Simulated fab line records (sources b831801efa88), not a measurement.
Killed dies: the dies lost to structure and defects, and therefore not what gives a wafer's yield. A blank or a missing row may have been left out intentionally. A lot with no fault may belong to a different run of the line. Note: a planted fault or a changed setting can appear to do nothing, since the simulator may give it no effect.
fab line records	flow sky130
[record] lots = 24	wafers = 72	last-day = 50
route steps=708 shown VT_ADJUST_HVTR@142 METAL2@498 VIA2@527 CAPM@537
lots untouched by any fault: they come from a run of this same line in which no faults occurred
start-h: the number of hours between the record's first day and the start of the first shown wafer of the lot	wait-h: hours from the lot's prior step to this one	" identical to the entry in the row above	L1.1+2: a row that stands for several wafers	- no value, or no start given	* or withheld: withheld	< > ~ a bound
route shown NAME@n: names a module that has steps shown in the file, with the first one's number in the route	usual: mean/standard deviation of fault-free wafers	same: alike in all rows	chamber/n: place in a boat	sites: readings site by site	_std_site: their standard deviation	_edge_site: mean of outer sites minus mean of inner sites	radius-mm: how far each site lies from the wafer's centre	mask NAME#n: copy n	behind: the most recent tool/chamber to have shaped the wafer	hold: reason for holding the lot/hours on hold/outcome of the hold	device: the transistor (n, p or np) that didn't switch	end of line: the route-end tests of the same wafers	a step with no rows: only its recipe	killed: count of dies lost to structure and defects at first sort (not the wafer's yield)	map: a wafer's dies, marking killed ones x, the rest . and places with no die _
set.NAME: the setting the step ran with; set.NAME@STEP: the setting that earlier step ran with	model.NAME: the simulator's own value behind a step, which no gauge read
the route's steps for a sample of lots (tables are steps, rows are wafers)
services: the hour from which a tool's chamber was out of use, counted from the record's first day as start-h (under 0 if before that day), plus the number of hours and why
[[steps]]
[step SKY_VT_ADJUST_HVTR_TW_MEAS_11]
[usual] VT_ADJUST_HVTR_TW = 210.2/1.8
lot.wafer	tool	chamber	start-h	wait-h	VT_ADJUST_HVTR_TW
L074.2	film-metro-04	-	198.62	0.1	207.0
L074.4	"	-	"	"	206.7
L074.5	"	-	"	"	205.8
L075.1	film-metro-03	-	206.84	0.1	210.3
L075.4	"	-	"	"	210.6
L075.5	"	-	"	"	211.1
L076.3	film-metro-03	-	215.93	0.1	210.9
L076.4	"	-	"	"	210.8
L076.6	"	-	"	"	211.5
L077.1	film-metro-01	-	222.31	0.1	212.4
L077.2	"	-	"	"	213.1
L077.4	"	-	"	"	211.6
L078.2	film-metro-03	-	230.82	0.1	211.7
L078.3	"	-	"	"	212.1
L078.4	"	-	"	"	211.6
L079.1	film-metro-03	-	238.56	0.1	211.1
L079.4	"	-	"	"	211.4
L079.5	"	-	"	"	211.6
L080.2	film-metro-03	-	249.02	0.1	210.1
L080.3	"	-	"	"	212.0
L080.4	"	-	"	"	211.2
L081.1	film-metro-01	-	256.61	0.1	211.6
L081.2	"	-	"	"	211.9
L081.4	"	-	"	"	212.3
L082.1	film-metro-04	-	263.16	0.1	207.6
L082.3	"	-	"	"	207.7
L082.6	"	-	"	"	208.0
L083.1	film-metro-03	-	268.64	0.1	210.9
L083.2	"	-	"	"	210.8
L083.3	"	-	"	"	210.6
L084.1	film-metro-04	-	276.59	0.1	207.3
L084.2	"	-	"	"	207.7
L084.6	"	-	"	"	208.4
L085.2	film-metro-03	-	284.52	0.1	211.4
L085.4	"	-	"	"	210.9
L085.5	"	-	"	"	210.2
L086.2	film-metro-04	-	292.77	0.1	207.5
L086.4	"	-	"	"	208.4
L086.5	"	-	"	"	208.0
L087.2	film-metro-03	-	296.60	0.1	209.9
L087.3	"	-	"	"	210.1
L087.5	"	-	"	"	209.6
L088.1	film-metro-03	-	303.59	0.1	210.0
L088.4	"	-	"	"	210.4
L088.5	"	-	"	"	209.3
L089.1	film-metro-03	-	311.61	0.1	209.7
L089.5	"	-	"	"	209.9
L089.6	"	-	"	"	210.0
L090.2	film-metro-04	-	320.97	0.1	207.8
L090.4	"	-	"	"	206.9
L090.6	"	-	"	"	207.0
L091.1	film-metro-01	-	328.56	0.1	211.7
L091.5	"	-	"	"	211.9
L091.6	"	-	"	"	212.2
L092.3	film-metro-01	-	334.43	0.1	213.2
L092.5	"	-	"	"	211.2
L092.6	"	-	"	"	212.1
L093.2	film-metro-01	-	344.87	0.1	211.0
L093.3	"	-	"	"	210.4
L093.5	"	-	"	"	210.1
L094.1	film-metro-03	-	352.86	0.1	208.5
L094.3	"	-	"	"	209.5
L094.6	"	-	"	"	209.6
L095.1	film-metro-03	-	357.36	0.1	208.7
L095.4	"	-	"	"	209.7
L095.5	"	-	"	"	209.4
L096.3	film-metro-01	-	364.46	0.1	213.1
L096.5	"	-	"	"	213.4
L096.6	"	-	"	"	213.0
L097.1	film-metro-03	-	382.81	0.1	211.6
L097.3	"	-	"	"	210.3
L097.5	"	-	"	"	210.4
[step SKY_METAL2_CD_MEAS_15]
[recipe] target-cd-nm = 140
[usual] cd-nm = 139.7/1.6
lot.wafer	tool	chamber	start-h	wait-h	cd-nm
L074.2	cd-sem-01	-	813.18	-	141.1
L074.4	"	-	"	"	138.9
L074.5	"	-	"	"	139.0
L075.1	cd-sem-01	-	822.66	-	140.2
L075.4	"	-	"	"	140.5
L075.5	"	-	"	"	141.6
L076.3	cd-sem-02	-	839.50	-	141.3
L076.4	"	-	"	"	141.4
L076.6	"	-	"	"	143.8
L077.1	cd-sem-01	-	841.00	-	137.2
L077.2	"	-	"	"	137.4
L077.4	"	-	"	"	138.0
L078.2	cd-sem-02	-	849.88	-	140.4
L078.3	"	-	"	"	141.9
L078.4	"	-	"	"	140.2
L079.1	cd-sem-01	-	860.81	-	139.0
L079.4	"	-	"	"	138.6
L079.5	"	-	"	"	138.7
L080.2	cd-sem-02	-	871.23	-	140.5
L080.3	"	-	"	"	138.7
L080.4	"	-	"	"	141.4
L081.1	cd-sem-02	-	879.00	-	139.2
L081.2	"	-	"	"	139.8
L081.4	"	-	"	"	139.0
L082.1	cd-sem-01	-	884.55	-	138.8
L082.3	"	-	"	"	139.0
L082.6	"	-	"	"	137.5
L083.1	cd-sem-01	-	887.86	-	142.0
L083.2	"	-	"	"	142.0
L083.3	"	-	"	"	143.4
L084.1	cd-sem-01	-	899.91	-	138.9
L084.2	"	-	"	"	139.3
L084.6	"	-	"	"	139.8
L085.2	cd-sem-01	-	908.78	-	141.0
L085.4	"	-	"	"	141.6
L085.5	"	-	"	"	140.0
L086.2	cd-sem-02	-	916.13	-	137.6
L086.4	"	-	"	"	138.3
L086.5	"	-	"	"	137.9
L087.2	cd-sem-01	-	916.38	-	141.5
L087.3	"	-	"	"	141.4
L087.5	"	-	"	"	143.0
L088.1	cd-sem-01	-	928.56	-	137.1
L088.4	"	-	"	"	136.7
L088.5	"	-	"	"	138.3
L089.1	cd-sem-02	-	932.26	-	139.5
L089.5	"	-	"	"	139.0
L089.6	"	-	"	"	140.7
L090.2	cd-sem-01	-	937.23	-	140.3
L090.4	"	-	"	"	140.6
L090.6	"	-	"	"	136.9
L091.1	cd-sem-02	-	947.65	-	139.7
L091.5	"	-	"	"	140.7
L091.6	"	-	"	"	140.2
L092.3	cd-sem-01	-	952.25	-	140.4
L092.5	"	-	"	"	138.9
L092.6	"	-	"	"	140.4
L093.2	cd-sem-01	-	961.38	-	138.8
L093.3	"	-	"	"	140.1
L093.5	"	-	"	"	139.2
L094.1	cd-sem-01	-	966.31	-	139.0
L094.3	"	-	"	"	140.3
L094.6	"	-	"	"	139.7
L095.1	cd-sem-02	-	981.51	-	138.3
L095.4	"	-	"	"	138.3
L095.5	"	-	"	"	139.7
L096.3	cd-sem-02	-	984.70	-	137.5
L096.5	"	-	"	"	138.0
L096.6	"	-	"	"	137.3
L097.1	cd-sem-01	-	990.06	-	138.8
L097.3	"	-	"	"	139.4
L097.5	"	-	"	"	138.8
[step SKY_VIA2_SPUTTER_20]
[recipe] material = TiN	target-thk-nm = 20	chamber-pressure-pa = 5	power-w = 4000	time-s = 80
[usual] throttle-valve-pct = 29.6/1.1
lot.wafer	tool	chamber	start-h	wait-h	throttle-valve-pct
L074.2	pvd-sputter-01	-	842.26	0.0	29.9
L074.4	"	-	"	"	29.0
L074.5	"	-	"	"	31.3
L075.1	pvd-sputter-03	-	851.06	0.0	30.5
L075.4	"	-	"	"	30.2
L075.5	"	-	"	"	28.3
L076.3	pvd-sputter-02	-	868.22	0.0	31.1
L076.4	"	-	"	"	29.1
L076.6	"	-	"	"	30.8
L077.1	pvd-sputter-02	-	869.21	0.0	30.8
L077.2	"	-	"	"	30.6
L077.4	"	-	"	"	29.8
L078.2	pvd-sputter-02	-	878.83	0.0	29.6
L078.3	"	-	"	"	29.3
L078.4	"	-	"	"	30.8
L079.1	pvd-sputter-01	-	889.19	0.0	31.0
L079.4	"	-	"	"	30.1
L079.5	"	-	"	"	30.1
L080.2	pvd-sputter-01	-	899.17	0.0	27.6
L080.3	"	-	"	"	29.1
L080.4	"	-	"	"	31.0
L081.1	pvd-sputter-01	-	906.84	0.0	30.9
L081.2	"	-	"	"	29.2
L081.4	"	-	"	"	27.3
L082.1	pvd-sputter-03	-	912.22	0.0	30.1
L082.3	"	-	"	"	28.3
L082.6	"	-	"	"	30.4
L083.1	pvd-sputter-02	-	915.47	0.0	29.1
L083.2	"	-	"	"	29.9
L083.3	"	-	"	"	30.7
L084.1	pvd-sputter-03	-	926.87	0.0	29.9
L084.2	"	-	"	"	29.4
L084.6	"	-	"	"	30.3
L085.2	pvd-sputter-03	-	935.92	0.0	28.5
L085.4	"	-	"	"	30.1
L085.5	"	-	"	"	30.1
L086.2	pvd-sputter-01	-	943.32	0.0	28.9
L086.4	"	-	"	"	27.2
L086.5	"	-	"	"	27.6
L087.2	pvd-sputter-02	-	943.41	0.0	30.8
L087.3	"	-	"	"	29.1
L087.5	"	-	"	"	30.7
L088.1	pvd-sputter-01	-	955.37	0.0	31.0
L088.4	"	-	"	"	27.4
L088.5	"	-	"	"	30.1
L089.1	pvd-sputter-01	-	958.70	0.0	31.1
L089.5	"	-	"	"	30.9
L089.6	"	-	"	"	28.9
L090.2	pvd-sputter-03	-	963.89	0.0	28.4
L090.4	"	-	"	"	29.4
L090.6	"	-	"	"	28.4
L091.1	pvd-sputter-03	-	974.30	0.0	30.2
L091.5	"	-	"	"	29.2
L091.6	"	-	"	"	30.4
L092.3	pvd-sputter-03	-	978.22	0.0	29.4
L092.5	"	-	"	"	30.1
L092.6	"	-	"	"	30.5
L093.2	pvd-sputter-01	-	987.47	0.0	29.8
L093.3	"	-	"	"	31.1
L093.5	"	-	"	"	27.4
L094.1	pvd-sputter-01	-	992.51	0.0	29.9
L094.3	"	-	"	"	30.8
L094.6	"	-	"	"	27.2
L095.1	pvd-sputter-01	-	1006.47	0.0	29.0
L095.4	"	-	"	"	27.6
L095.5	"	-	"	"	30.9
L096.3	pvd-sputter-01	-	1010.38	0.0	31.0
L096.5	"	-	"	"	31.0
L096.6	"	-	"	"	29.1
L097.1	pvd-sputter-02	-	1015.87	0.0	29.8
L097.3	"	-	"	"	30.8
L097.5	"	-	"	"	30.8
[step SKY_VIA2_THK_MEAS_23]
[recipe] thk-meas-gauge = xrf	reads = W_of_VIA2_CVD_21
[usual] VIA2_W_THK = 425/7.6
lot.wafer	tool	chamber	start-h	wait-h	VIA2_W_THK[nm]
L074.2	film-metro-01	-	842.60	0.1	418
L074.4	"	-	"	"	417
L074.5	"	-	"	"	421
L075.1	film-metro-01	-	851.37	0.1	413
L075.4	"	-	"	"	417
L075.5	"	-	"	"	417
L076.3	film-metro-04	-	868.55	0.1	411
L076.4	"	-	"	"	418
L076.6	"	-	"	"	421
L077.1	film-metro-02	-	869.52	0.1	424
L077.2	"	-	"	"	431
L077.4	"	-	"	"	429
L078.2	film-metro-01	-	879.15	0.1	429
L078.3	"	-	"	"	430
L078.4	"	-	"	"	435
L079.1	film-metro-02	-	889.50	0.1	439
L079.4	"	-	"	"	443
L079.5	"	-	"	"	438
L080.2	film-metro-02	-	899.49	0.1	431
L080.3	"	-	"	"	443
L080.4	"	-	"	"	438
L081.1	film-metro-04	-	907.15	0.1	426
L081.2	"	-	"	"	423
L081.4	"	-	"	"	422
L082.1	film-metro-01	-	912.55	0.1	416
L082.3	"	-	"	"	425
L082.6	"	-	"	"	423
L083.1	film-metro-01	-	915.78	0.1	424
L083.2	"	-	"	"	419
L083.3	"	-	"	"	419
L084.1	film-metro-01	-	927.18	0.1	420
L084.2	"	-	"	"	424
L084.6	"	-	"	"	432
L085.2	film-metro-01	-	936.24	0.1	432
L085.4	"	-	"	"	425
L085.5	"	-	"	"	426
L086.2	film-metro-02	-	943.64	0.1	425
L086.4	"	-	"	"	424
L086.5	"	-	"	"	425
L087.2	film-metro-04	-	943.73	0.1	422
L087.3	"	-	"	"	424
L087.5	"	-	"	"	430
L088.1	film-metro-01	-	955.68	0.1	416
L088.4	"	-	"	"	411
L088.5	"	-	"	"	416
L089.1	film-metro-01	-	959.01	0.1	412
L089.5	"	-	"	"	418
L089.6	"	-	"	"	412
L090.2	film-metro-02	-	964.22	0.1	435
L090.4	"	-	"	"	434
L090.6	"	-	"	"	428
L091.1	film-metro-02	-	974.61	0.1	427
L091.5	"	-	"	"	431
L091.6	"	-	"	"	424
L092.3	film-metro-01	-	978.55	0.1	417
L092.5	"	-	"	"	416
L092.6	"	-	"	"	421
L093.2	film-metro-04	-	987.79	0.1	426
L093.3	"	-	"	"	419
L093.5	"	-	"	"	431
L094.1	film-metro-02	-	992.82	0.1	438
L094.3	"	-	"	"	430
L094.6	"	-	"	"	432
L095.1	film-metro-01	-	1006.78	0.1	420
L095.4	"	-	"	"	415
L095.5	"	-	"	"	422
L096.3	film-metro-02	-	1010.71	0.1	437
L096.5	"	-	"	"	434
L096.6	"	-	"	"	430
L097.1	film-metro-01	-	1016.18	0.1	426
L097.3	"	-	"	"	421
L097.5	"	-	"	"	425
[step SKY_CAPM_CVD_00]
[recipe] material = SiO2	target-thk-nm = 15.5	temp-c = 400	time-s = withheld	rf-w = 450
[usual] heater-power-w = 697/120	susceptor-temp-C = 400.00/0.21
lot.wafer	tool	chamber	start-h	wait-h	heater-power-w	susceptor-temp-C
L074.2	pecvd-03	0	843.10	0.0	648	399.79
L074.4	"	2	"	"	766	400.08
L074.5	"	2	"	"	774	400.01
L075.1	pecvd-03	2	851.89	0.0	746	399.80
L075.4	"	0	"	"	646	399.64
L075.5	"	2	"	"	705	400.04
L076.3	pecvd-03	2	869.05	0.0	727	399.69
L076.4	"	2	"	"	732	399.98
L076.6	"	0	"	"	653	399.89
L077.1	pecvd-02	2	870.03	0.0	694	400.34
L077.2	"	1	"	"	802	400.17
L077.4	"	0	"	"	591	399.88
L078.2	pecvd-03	1	879.65	0.0	936	399.98
L078.3	"	2	"	"	789	400.14
L078.4	"	0	"	"	656	399.75
L079.1	pecvd-02	2	890.02	0.0	631	399.85
L079.4	"	2	"	"	640	399.79
L079.5	"	1	"	"	720	400.26
L080.2	pecvd-03	0	899.99	0.0	616	399.88
L080.3	"	2	"	"	755	399.70
L080.4	"	1	"	"	926	399.96
L081.1	pecvd-01	0	907.67	0.0	650	400.15
L081.2	"	1	"	"	696	400.13
L081.4	"	0	"	"	643	399.93
L082.1	pecvd-01	0	913.23	0.0	634	400.52
L082.3	"	2	"	"	585	400.05
L082.6	"	2	"	"	577	399.78
L083.1	pecvd-03	1	916.75	0.0	961	399.91
L083.2	"	2	"	"	717	399.90
L083.3	"	0	"	"	617	399.63
L084.1	pecvd-03	1	927.70	0.0	933	400.07
L084.2	"	2	"	"	751	399.86
L084.6	"	2	"	"	766	399.98
L085.2	pecvd-03	0	936.75	0.0	616	399.91
L085.4	"	0	"	"	610	399.95
L085.5	"	1	"	"	973	400.18
L086.2	pecvd-02	0	944.14	0.0	565	399.81
L086.4	"	1	"	"	806	399.96
L086.5	"	0	"	"	576	399.97
L087.2	pecvd-01	0	944.23	0.0	701	400.00
L087.3	"	2	"	"	630	400.06
L087.5	"	2	"	"	649	399.79
L088.1	pecvd-03	2	956.20	0.0	786	399.73
L088.4	"	2	"	"	754	400.11
L088.5	"	0	"	"	572	399.92
L089.1	pecvd-01	1	959.52	0.0	689	399.69
L089.5	"	2	"	"	630	399.72
L089.6	"	0	"	"	597	400.05
L090.2	pecvd-01	2	964.72	0.0	648	400.37
L090.4	"	0	"	"	566	399.77
L090.6	"	2	"	"	633	400.13
L091.1	pecvd-01	1	975.12	0.0	717	399.81
L091.5	"	0	"	"	669	400.12
L091.6	"	2	"	"	544	399.98
L092.3	pecvd-03	1	979.04	0.0	969	400.20
L092.5	"	0	"	"	607	400.01
L092.6	"	2	"	"	685	400.09
L093.2	pecvd-02	1	988.30	0.0	730	399.82
L093.3	"	2	"	"	704	399.90
L093.5	"	0	"	"	571	400.00
L094.1	pecvd-02	2	993.33	0.0	625	400.17
L094.3	"	0	"	"	571	399.75
L094.6	"	1	"	"	725	399.67
L095.1	pecvd-02	2	1007.29	0.0	727	400.24
L095.4	"	2	"	"	730	400.53
L095.5	"	2	"	"	576	400.10
L096.3	pecvd-03	2	1011.20	0.0	728	400.36
L096.5	"	2	"	"	747	399.93
L096.6	"	0	"	"	596	399.87
L097.1	pecvd-02	2	1016.69	0.0	688	400.31
L097.3	"	0	"	"	525	399.80
L097.5	"	0	"	"	540	400.22
[step SKY_CAPM_METAL_ETCH_13]
[recipe] target-depth-nm = 220	stop-on = SiO2	chemistry = Cl2/BCl3	target = TiN	pressure-mtorr = 10	icp-w = 900	bias-w = 48.5	Cl2_flow_sccm = 60	bcl3-flow-sccm = 30	time-s = 62.9
[usual] drypump-motor-current-A = 5.9/0.41	he-backside-leak-sccm = 3.28/0.23	oes-product-au = 0.942/0.0076	throttle-valve-pct = 21.902/0.0096
lot.wafer	tool	chamber	start-h	wait-h	drypump-motor-current-A	he-backside-leak-sccm	oes-product-au	rf-hours-counter-h	throttle-valve-pct
L074.2	rie-metal-03	1	868.92	0.0	5.8	3.31	0.934	3	21.912
L074.4	"	0	"	"	6.1	3.38	0.920	-	21.906
L074.5	"	0	"	"	6.1	3.36	0.946	-	21.902
L075.1	rie-metal-03	1	878.25	0.0	5.7	3.31	0.938	4	21.899
L075.4	"	0	"	"	6.1	3.90	0.941	-	21.896
L075.5	"	0	"	"	6.1	3.56	0.949	-	21.891
L076.3	rie-metal-02	0	895.10	0.0	5.9	3.53	0.934	-	21.914
L076.4	"	1	"	"	5.3	3.17	0.940	-	21.890
L076.6	"	0	"	"	5.9	3.29	0.934	-	21.905
L077.1	rie-metal-02	0	896.37	0.0	5.9	3.36	0.943	3	21.906
L077.2	"	1	"	"	5.3	3.08	0.939	11	21.898
L077.4	"	1	"	"	5.3	2.99	0.941	-	21.900
L078.2	rie-metal-02	0	904.77	0.0	5.9	3.56	0.940	3	21.906
L078.3	"	0	"	"	5.9	3.45	0.931	-	21.905
L078.4	"	1	"	"	5.3	3.14	0.946	-	21.923
L079.1	rie-metal-04	1	915.34	0.0	6.6	3.11	0.950	12	21.897
L079.4	"	1	"	"	6.6	3.00	0.962	-	21.906
L079.5	"	0	"	"	6.0	2.90	0.943	-	21.903
L080.2	rie-metal-04	0	925.15	0.0	6.0	3.14	0.937	6	21.906
L080.3	"	0	"	"	6.0	3.16	0.933	-	21.920
L080.4	"	1	"	"	6.6	2.93	0.919	-	21.906
L081.1	rie-metal-02	0	932.20	0.0	5.9	3.46	0.937	4	21.898
L081.2	"	1	"	"	5.3	3.06	0.949	13	21.892
L081.4	"	0	"	"	5.9	3.42	0.942	-	21.886
L082.1	rie-metal-04	0	937.55	0.0	6.0	3.08	0.943	7	21.896
L082.3	"	1	"	"	6.6	3.12	0.942	-	21.909
L082.6	"	1	"	"	6.6	3.22	0.950	-	21.900
L083.1	rie-metal-03	0	941.47	0.0	6.1	3.35	0.934	15	21.888
L083.2	"	1	"	"	5.7	3.38	0.950	6	21.908
L083.3	"	1	"	"	5.7	3.36	0.954	-	21.894
L084.1	rie-metal-02	1	951.89	0.0	5.3	2.92	0.946	14	21.891
L084.2	"	0	"	"	5.9	3.39	0.939	5	21.905
L084.6	"	1	"	"	5.3	2.95	0.936	-	21.911
L085.2	rie-metal-04	1	960.25	0.0	6.6	3.17	0.947	14	21.896
L085.4	"	1	"	"	6.6	3.04	0.955	-	21.910
L085.5	"	0	"	"	6.0	3.03	0.953	-	21.898
L086.2	rie-metal-04	0	968.25	0.0	6.1	3.20	0.935	9	21.912
L086.4	"	1	"	"	6.6	3.14	0.949	-	21.909
L086.5	"	1	"	"	6.6	3.14	0.931	-	21.891
L087.2	rie-metal-03	0	968.85	0.0	6.1	3.69	0.937	17	21.919
L087.3	"	0	"	"	6.1	3.88	0.935	-	21.904
L087.5	"	0	"	"	6.1	3.95	0.931	-	21.912
L088.1	rie-metal-04	0	979.49	0.0	6.0	3.01	0.944	9	21.917
L088.4	"	0	"	"	6.0	3.04	0.930	-	21.923
L088.5	"	0	"	"	6.0	3.11	0.932	-	21.888
L089.1	rie-metal-02	1	983.49	0.0	5.3	3.09	0.947	15	21.893
L089.5	"	1	"	"	5.2	3.10	0.945	-	21.893
L089.6	"	0	"	"	5.9	3.56	0.941	-	21.909
L090.2	rie-metal-04	1	988.35	0.0	6.6	3.18	0.947	16	21.897
L090.4	"	0	"	"	6.0	3.05	0.947	-	21.908
L090.6	"	1	"	"	6.6	3.35	0.948	-	21.897
L091.1	rie-metal-03	1	998.92	0.0	5.7	3.44	0.953	9	21.880
L091.5	"	0	"	"	6.1	3.33	0.946	-	21.903
L091.6	"	1	"	"	5.7	3.34	0.948	-	21.900
L092.3	rie-metal-02	1	1002.57	0.0	5.3	3.01	0.942	-	21.890
L092.5	"	1	"	"	5.3	3.09	0.941	-	21.910
L092.6	"	0	"	"	5.9	3.34	0.939	-	21.893
L093.2	rie-metal-03	0	1011.77	0.0	6.1	3.63	0.940	19	21.893
L093.3	"	0	"	"	6.1	3.75	0.941	-	21.907
L093.5	"	1	"	"	5.7	3.28	0.936	-	21.916
L094.1	rie-metal-02	1	1016.54	0.0	5.3	3.14	0.943	17	21.898
L094.3	"	1	"	"	5.3	3.16	0.932	-	21.903
L094.6	"	0	"	"	5.9	3.87	0.957	-	21.904
L095.1	rie-metal-02	0	1030.19	0.0	5.9	3.58	0.952	9	21.894
L095.4	"	1	"	"	5.3	3.11	0.945	-	21.902
L095.5	"	1	"	"	5.3	3.16	0.942	-	21.898
L096.3	rie-metal-03	0	1034.10	0.0	6.1	3.70	0.934	-	21.906
L096.5	"	1	"	"	5.7	3.48	0.946	-	21.908
L096.6	"	0	"	"	6.1	3.46	0.945	-	21.896
L097.1	rie-metal-02	0	1039.37	0.0	5.9	3.51	0.947	10	21.897
L097.3	"	1	"	"	5.3	3.23	0.950	-	21.905
L097.5	"	0	"	"	5.9	3.79	0.943	-	21.908
[[services]]
tool	chamber	start-h	hours	kind
pecvd-03	1	821.58	-	clean
pecvd-03	1	821.58	-	consumable-replace:showerhead
pecvd-03	1	821.58	29.0	scheduled-down
pecvd-03	1	821.58	29.0	vent-cycle
pecvd-02	0	829.16	2.1	scheduled-down
pecvd-01	-	855.73	3.2	repair
pvd-sputter-03	-	858.67	1.6	repair
rie-metal-04	-	858.97	14.6	pm
pvd-sputter-01	-	872.07	2.3	repair
pecvd-03	-	888.60	5.0	repair
pecvd-02	-	892.76	0.5	repair
pvd-sputter-03	-	906.77	1.2	repair
pecvd-02	-	938.07	2.8	pm
pecvd-02	-	963.15	2.0	repair
rie-metal-02	-	966.62	2.8	pm
pvd-sputter-02	-	972.71	4.3	repair
rie-metal-03	1	976.72	4.6	repair
pvd-sputter-03	-	984.69	34.5	repair
pvd-sputter-03	-	994.92	0.7	repair
rie-metal-03	-	999.00	1.4	pm
pecvd-03	1	1001.94	2.1	scheduled-down
rie-metal-04	-	1026.02	0.4	repair
pecvd-01	0	1026.95	7.3	repair
rie-metal-04	1	1035.49	5.6	repair
[[key]]
fault none
